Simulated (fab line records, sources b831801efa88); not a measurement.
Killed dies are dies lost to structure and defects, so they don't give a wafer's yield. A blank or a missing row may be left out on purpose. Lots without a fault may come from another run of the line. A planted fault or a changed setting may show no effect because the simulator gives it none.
fab line records | flow sky130
record lots=13 wafers=39 last_day=50
route steps=708 shown VIA1@458 VIA2@510 VIA3@585 METAL5@666 PAD_OPEN@708
lots that met no fault: from a run of the same line without faults
start_h: hours from the record's first day to the start of the lot's first wafer shown | wait_h: hours since the lot's step before | " the same as in the row above | L1.1+2: a row that stands for several wafers | - no value, or no start given | * or withheld: withheld | < > ~ a bound
route shown NAME@n: a module of which the file shows steps, and the number in the route of the first | usual: mean/standard deviation of fault-free wafers | same: alike in all rows | chamber/n: place in a boat | sites: the reading at each site | _std_site: their standard deviation | _edge_site: outer sites' mean less inner sites' | radius_mm: how far each site lies from the wafer's centre | mask NAME#n: copy n | behind: the tool/chamber that last shaped the wafer | hold: why the lot was held/for how many hours/how that ended | device: the transistor (n, p or np) that didn't switch | end of line: the same wafers' tests at the end of the route | a step without rows: its recipe alone | killed: dies lost to structure and defects at the first sort, not the wafer's yield | map: a wafer's dies, x killed, . not, _ none there
set.NAME: the setting as run; set.NAME@STEP: as run at that earlier step | model.NAME: the simulator's own value behind a step, which no gauge read
steps of the route over a sample of lots; a table a step, a row a wafer
services: from which hour (start_h, from the record's first day; less than 0 if before it) a tool's chamber was out of use, for how many hours, and why
## steps
# step SKY_VIA1_HDPCVD_00
# recipe material=SiO2 target_thk_nm=1030 sigma_open_frac=0.3 time_s=171.7 temp_c=400 sih4_flow_sccm=60 pressure_mtorr=6
# columns lot.wafer tool chamber start_h wait_h
L618.1+4+6 hdpcvd-01 0,1,0 760.17 0.0
L621.1+2+4 hdpcvd-01 2,0,0 773.67 0.0
L622.4+5+6 hdpcvd-01 2,0,1 788.04 0.1
L623.2+5+6 hdpcvd-02 1,0,1 798.05 0.0
L625.1+2+6 hdpcvd-02 0,1,2 805.59 0.0
L627.2+4+6 hdpcvd-01 0,0,1 830.37 0.0
L634.1+4+5 hdpcvd-02 2,0,2 897.36 0.0
L636.1+2+3 hdpcvd-02 0,1,2 915.15 0.0
L637.1+3+6 hdpcvd-02 0,1,1 916.42 0.0
L638.2+4+6 hdpcvd-02 2,0,2 921.61 0.0
L639.1+2+5 hdpcvd-01 0,1,0 923.85 0.0
L640.1+5+6 hdpcvd-01 1,2,1 933.49 0.0
L641.4+5+6 hdpcvd-02 2,0,1 938.41 0.1
# step SKY_VIA2_BOW_MEAS_03
# recipe mode=bow
# usual VIA2_BOW=86/8.1
# columns lot.wafer tool chamber start_h wait_h VIA2_BOW[um]
L618.1 film_metro-02 - 817.51 0.2 83
L618.4 " - " " 87
L618.6 " - " " 85
L621.1 film_metro-04 - 831.21 0.2 91
L621.2 " - " " 83
L621.4 " - " " 82
L622.4 film_metro-02 - 845.64 0.3 77
L622.5 " - " " 78
L622.6 " - " " 81
L623.2 film_metro-04 - 854.60 0.2 79
L623.5 " - " " 79
L623.6 " - " " 79
L625.1 film_metro-04 - 861.87 0.2 89
L625.2 " - " " 80
L625.6 " - " " 85
L627.2 film_metro-03 - 885.65 0.2 93
L627.4 " - " " 73
L627.6 " - " " 74
L634.1 film_metro-02 - 950.73 0.1 82
L634.4 " - " " 81
L634.5 " - " " 82
L636.1 film_metro-02 - 967.48 0.2 96
L636.2 " - " " 94
L636.3 " - " " 88
L637.1 film_metro-02 - 969.07 0.1 71
L637.3 " - " " 90
L637.6 " - " " 90
L638.2 film_metro-02 - 974.19 0.3 83
L638.4 " - " " 82
L638.6 " - " " 90
L639.1 film_metro-04 - 974.69 0.1 89
L639.2 " - " " 90
L639.5 " - " " 95
L640.1 film_metro-02 - 985.59 0.1 96
L640.5 " - " " 99
L640.6 " - " " 79
L641.4 film_metro-02 - 990.14 0.2 95
L641.5 " - " " 92
L641.6 " - " " 85
# step SKY_VIA3_CD_MEAS_12
# recipe target_cd_nm=200
# usual cd_nm=200.1/1.4
# columns lot.wafer tool chamber start_h wait_h cd_nm
L618.1 cd_sem-02 - 925.94 - 197.8
L618.4 " - " " 196.1
L618.6 " - " " 196.8
L621.1 cd_sem-02 - 937.66 - 199.5
L621.2 " - " " 201.4
L621.4 " - " " 202.2
L622.4 cd_sem-02 - 950.61 - 201.2
L622.5 " - " " 200.6
L622.6 " - " " 200.6
L623.2 cd_sem-02 - 960.71 - 200.4
L623.5 " - " " 199.6
L623.6 " - " " 200.4
L625.1 cd_sem-02 - 966.91 - 198.6
L625.2 " - " " 200.4
L625.6 " - " " 200.9
L627.2 cd_sem-02 - 987.58 - 200.7
L627.4 " - " " 201.9
L627.6 " - " " 201.2
L634.1 cd_sem-02 - 1045.20 - 200.0
L634.4 " - " " 200.8
L634.5 " - " " 201.7
L636.1 cd_sem-02 - 1061.54 - 198.3
L636.2 " - " " 197.7
L636.3 " - " " 199.4
L637.1 cd_sem-02 - 1063.50 - 201.0
L637.3 " - " " 199.7
L637.6 " - " " 200.0
L639.1 cd_sem-01 - 1067.54 - 201.4
L639.2 " - " " 200.0
L639.5 " - " " 199.0
L638.2 cd_sem-02 - 1067.91 - 199.1
L638.4 " - " " 199.3
L638.6 " - " " 197.7
L640.1 cd_sem-01 - 1077.91 - 201.8
L640.5 " - " " 202.4
L640.6 " - " " 201.6
L641.4 cd_sem-01 - 1082.65 - 199.0
L641.5 " - " " 199.6
L641.6 " - " " 200.6
# step SKY_METAL5_RS_MEAS_05
# recipe thk_meas_gauge=four-point-probe reads=TiN_of_METAL5_SPUTTER_04+Ti_of_METAL5_SPUTTER_03+AlCu_of_METAL5_SPUTTER_02+TiN_of_METAL5_SPUTTER_01+Ti_of_METAL5_SPUTTER_00
# usual METAL5_ALCU_RS=0.02723/0.00029
# columns lot.wafer tool chamber start_h wait_h METAL5_ALCU_RS[ohm/sq]
L618.1 film_metro-04 - 1003.44 0.0 0.02723
L618.4 " - " " 0.02702
L618.6 " - " " 0.02704
L621.1 film_metro-01 - 1014.13 0.0 0.02747
L621.2 " - " " 0.02733
L621.4 " - " " 0.02735
L622.4 film_metro-01 - 1026.63 0.1 0.02756
L622.5 " - " " 0.02693
L622.6 " - " " 0.0275
L623.2 film_metro-01 - 1036.16 0.0 0.02763
L623.5 " - " " 0.02727
L623.6 " - " " 0.02759
L625.1 film_metro-01 - 1041.24 0.0 0.02769
L625.2 " - " " 0.02763
L625.6 " - " " 0.0279
L627.2 film_metro-01 - 1061.25 0.0 0.02702
L627.4 " - " " 0.02691
L627.6 " - " " 0.02699
L634.1 film_metro-01 - 1111.96 0.0 0.02698
L634.4 " - " " 0.02697
L634.5 " - " " 0.02705
L636.1 film_metro-02 - 1128.24 0.0 0.02746
L636.2 " - " " 0.02687
L636.3 " - " " 0.02739
L637.1 film_metro-04 - 1128.54 0.0 0.02703
L637.3 " - " " 0.02728
L637.6 " - " " 0.02748
L638.2 film_metro-01 - 1132.58 0.0 0.02737
L638.4 " - " " 0.02679
L638.6 " - " " 0.02737
L639.1 film_metro-04 - 1133.10 0.0 0.0271
L639.2 " - " " 0.02708
L639.5 " - " " 0.02724
L640.1 film_metro-02 - 1141.90 0.0 0.02693
L640.5 " - " " 0.02748
L640.6 " - " " 0.027
L641.4 film_metro-02 - 1147.57 0.1 0.02694
L641.5 " - " " 0.02731
L641.6 " - " " 0.02666
# step SKY_PAD_OPEN_PROBE_99
# usual defect_limited_yield=82.6/2 killed_at_M0_to_M3=43/7.3 killed_at_M4_up=3.4/1.7 killed_at_contacts=24/4.5 killed_at_front_end=16/4.4 killed_at_other=0.2/0.51 killed_dies=86/9.7 killed_on_rim=17/3.7 killed_open=46/6.6 killed_short=39/7.1 sort_bin_3_pad_short=0.9/0.45 sort_bin_5_function=10.4/1.4 sort_bin_6_memory=6.2/1.2 sort_n_pass=406/9.7 sort_yield_pct=82.6/2
# same gross_dies=492 killed_at_back_side=0 sort_bin_4_leakage[%]=0 sort_bin_8_speed[%]=0
# columns lot.wafer tool chamber start_h wait_h defect_limited_yield[%] killed_at_M0_to_M3 killed_at_M4_up killed_at_contacts killed_at_front_end killed_at_other killed_dies killed_on_rim killed_open killed_short sort_bin_3_pad_short[%] sort_bin_5_function[%] sort_bin_6_memory[%] sort_n_pass sort_yield_pct[%]
L621.1 prober-01 - 1082.97 0.1 80.3 55 2 27 13 0 97 13 53 44 0.4 10.0 9.3 395 80.3
L621.2 prober-01 - 1083.02 0.1 81.1 55 1 22 15 0 93 18 52 41 0.6 11.4 6.9 399 81.1
L621.4 prober-01 - 1083.12 0.2 79.3 53 4 32 12 1 102 21 54 48 1.0 11.8 7.9 390 79.3
L625.1 prober-01 - 1106.73 0.1 83.1 51 3 22 7 0 83 21 45 38 0.6 9.1 7.1 409 83.1
L625.2 prober-01 - 1106.78 0.1 82.3 44 6 26 11 0 87 21 52 35 1.4 8.7 7.5 405 82.3
L625.6 prober-01 - 1106.98 0.2 80.1 47 7 21 23 0 98 24 59 39 0.8 11.8 7.3 394 80.1
L627.2 prober-01 - 1124.21 0.1 72.0 90 4 21 22 1 138 20 45 53 3.7 15.4 8.9 354 72.0
L627.4 prober-01 - 1124.31 0.2 72.8 98 2 20 14 0 134 22 46 45 1.8 19.3 6.1 358 72.8
L627.6 prober-01 - 1124.41 0.2 79.5 56 2 25 18 0 101 25 45 41 1.2 13.8 5.5 391 79.5
L634.1 prober-01 - 1171.09 0.1 83.1 36 5 29 13 0 83 13 48 35 0.6 9.3 6.9 409 83.1
L634.4 prober-01 - 1171.24 0.2 78.3 55 4 26 22 0 107 24 64 43 0.4 14.6 6.7 385 78.3
L634.5 prober-01 - 1171.29 0.2 81.5 46 3 23 19 0 91 21 53 38 0.4 12.6 5.5 401 81.5
L636.1 prober-01 - 1185.29 0.1 82.3 41 5 23 18 0 87 12 51 36 1.0 9.8 6.9 405 82.3
L636.2 prober-01 - 1185.34 0.1 85.8 45 2 17 6 0 70 10 42 28 0.4 8.5 5.3 422 85.8
L636.3 prober-01 - 1185.39 0.2 82.3 40 1 22 23 1 87 17 42 45 0.6 9.3 7.7 405 82.3
# killed by level:class
L621.1 VIA1:geometric_particle:open=15 LI_CONTACT:geometric_particle:open=11 CONTACT:geometric_particle:open=10 METAL2:geometric_particle:short=9 VIA1:geometric_particle:short=7 VIA3:geometric_particle:open=6 POLY_GATE:geometric_particle:short=5 METAL1:geometric_particle:short=5
L621.2 VIA1:geometric_particle:open=16 CONTACT:geometric_particle:open=11 VIA2:geometric_particle:open=10 VIA1:geometric_particle:short=9 VIA3:geometric_particle:open=5 POLY_GATE:geometric_particle:short=4 LI_CONTACT:geometric_particle:open=4 CONTACT:geometric_particle:short=4
L621.4 VIA2:geometric_particle:open=15 VIA1:geometric_particle:open=12 LI_CONTACT:geometric_particle:open=9 VIA1:geometric_particle:short=8 CONTACT:geometric_particle:short=6 LI_CONTACT:geometric_particle:short=6 POLY_GATE:geometric_particle:short=5 CONTACT:geometric_particle:open=5
L625.1 VIA1:geometric_particle:open=12 CONTACT:geometric_particle:open=9 VIA3:geometric_particle:open=8 VIA2:geometric_particle:open=7 METAL2:geometric_particle:short=6 LI_CONTACT:geometric_particle:open=5 METAL1:geometric_particle:short=5 LI_CONTACT:geometric_particle:short=4
L625.2 CONTACT:geometric_particle:open=11 VIA2:geometric_particle:open=11 VIA1:geometric_particle:open=10 VIA1:geometric_particle:short=7 LI_CONTACT:geometric_particle:open=6 LOCAL_INTERCONNECT:geometric_particle:short=5 METAL1:geometric_particle:short=4 VIA3:geometric_particle:open=4
L625.6 VIA2:geometric_particle:open=11 VIA1:geometric_particle:open=11 CONTACT:geometric_particle:open=9 VIA3:geometric_particle:open=7 METAL4:geometric_particle:short=6 FIELD_ISO:geometric_particle:open=5 METAL3:geometric_particle:short=5 SPACER:geometric_particle:open=4
L627.2 VIA1:unspecified=40 POLY_GATE:geometric_particle:short=11 VIA2:geometric_particle:open=10 VIA1:geometric_particle:short=8 VIA1:geometric_particle:open=8 CONTACT:geometric_particle:open=6 FIELD_ISO:geometric_particle:short=5 LI_CONTACT:geometric_particle:open=5
L627.4 VIA1:unspecified=43 VIA1:geometric_particle:open=10 VIA3:geometric_particle:open=10 VIA2:geometric_particle:short=9 LI_CONTACT:geometric_particle:open=8 VIA1:geometric_particle:short=8 VIA2:geometric_particle:open=7 FIELD_ISO:geometric_particle:open=4
L627.6 VIA1:unspecified=15 CONTACT:geometric_particle:open=9 VIA2:geometric_particle:open=8 VIA1:geometric_particle:open=7 POLY_GATE:geometric_particle:short=6 CONTACT:geometric_particle:short=6 METAL1:geometric_particle:short=6 VIA1:geometric_particle:short=6
L634.1 LI_CONTACT:geometric_particle:open=11 VIA1:geometric_particle:open=8 CONTACT:geometric_particle:open=8 METAL1:geometric_particle:short=6 METAL2:geometric_particle:short=6 FIELD_ISO:geometric_particle:open=5 VIA3:geometric_particle:open=5 CONTACT:geometric_particle:short=4
L634.4 VIA1:geometric_particle:open=13 FIELD_ISO:geometric_particle:open=8 CONTACT:geometric_particle:short=7 CONTACT:geometric_particle:open=6 VIA2:geometric_particle:open=6 LI_CONTACT:geometric_particle:open=5 METAL2:geometric_particle:short=5 VIA3:geometric_particle:open=5
L634.5 CONTACT:geometric_particle:open=9 VIA1:geometric_particle:open=9 VIA2:geometric_particle:open=8 METAL3:geometric_particle:short=7 LI_CONTACT:geometric_particle:open=6 CONTACT:geometric_particle:short=5 METAL2:geometric_particle:short=5 FIELD_ISO:geometric_particle:short=4
L636.1 VIA1:geometric_particle:open=17 LI_CONTACT:geometric_particle:open=8 CONTACT:geometric_particle:open=7 POLY_GATE:geometric_particle:short=6 VIA1:geometric_particle:short=5 POLY_GATE:geometric_particle:open=4 VIA3:geometric_particle:open=4 FIELD_ISO:geometric_particle:open=3
L636.2 VIA1:geometric_particle:open=13 CONTACT:geometric_particle:open=9 METAL2:geometric_particle:short=6 VIA2:geometric_particle:open=6 VIA1:geometric_particle:short=5 VIA3:geometric_particle:open=5 METAL1:geometric_particle:short=4 LOCAL_INTERCONNECT:geometric_particle:short=3
L636.3 VIA1:geometric_particle:open=12 CONTACT:geometric_particle:open=7 FIELD_ISO:geometric_particle:open=6 POLY_GATE:geometric_particle:open=6 VIA1:geometric_particle:short=6 CONTACT:geometric_particle:short=5 POLY_GATE:geometric_particle:short=5 METAL2:geometric_particle:short=5
## services
# columns tool chamber start_h hours kind
hdpcvd-01 - 811.02 2.0 repair
hdpcvd-01 0 841.02 4.0 repair
hdpcvd-01 2 933.80 7.0 repair
## key
first_sign step=SKY_PAD_OPEN_PROBE_99 reading=killed_at_M0_to_M3 direction=up sigmas=5.3 usual=43 struck=81
effect step=SKY_PAD_OPEN_PROBE_99 reading=sort_bin_5_function direction=up sigmas=4 usual=10.4 struck=16.2 wafers_moved=2
met_at SKY_VIA1_HDPCVD_00
struck_lots L627
not_acting_at SKY_VIA2_BOW_MEAS_03,SKY_VIA3_CD_MEAS_12,SKY_METAL5_RS_MEAS_05
onset_between 788.04 830.37
fault kind=chamber_particle_source tool=hdpcvd-01 chamber=- onset_h=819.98 steps=SKY_VIA1_HDPCVD_00 rate_per_visit_cm2=0.37587 end_h=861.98
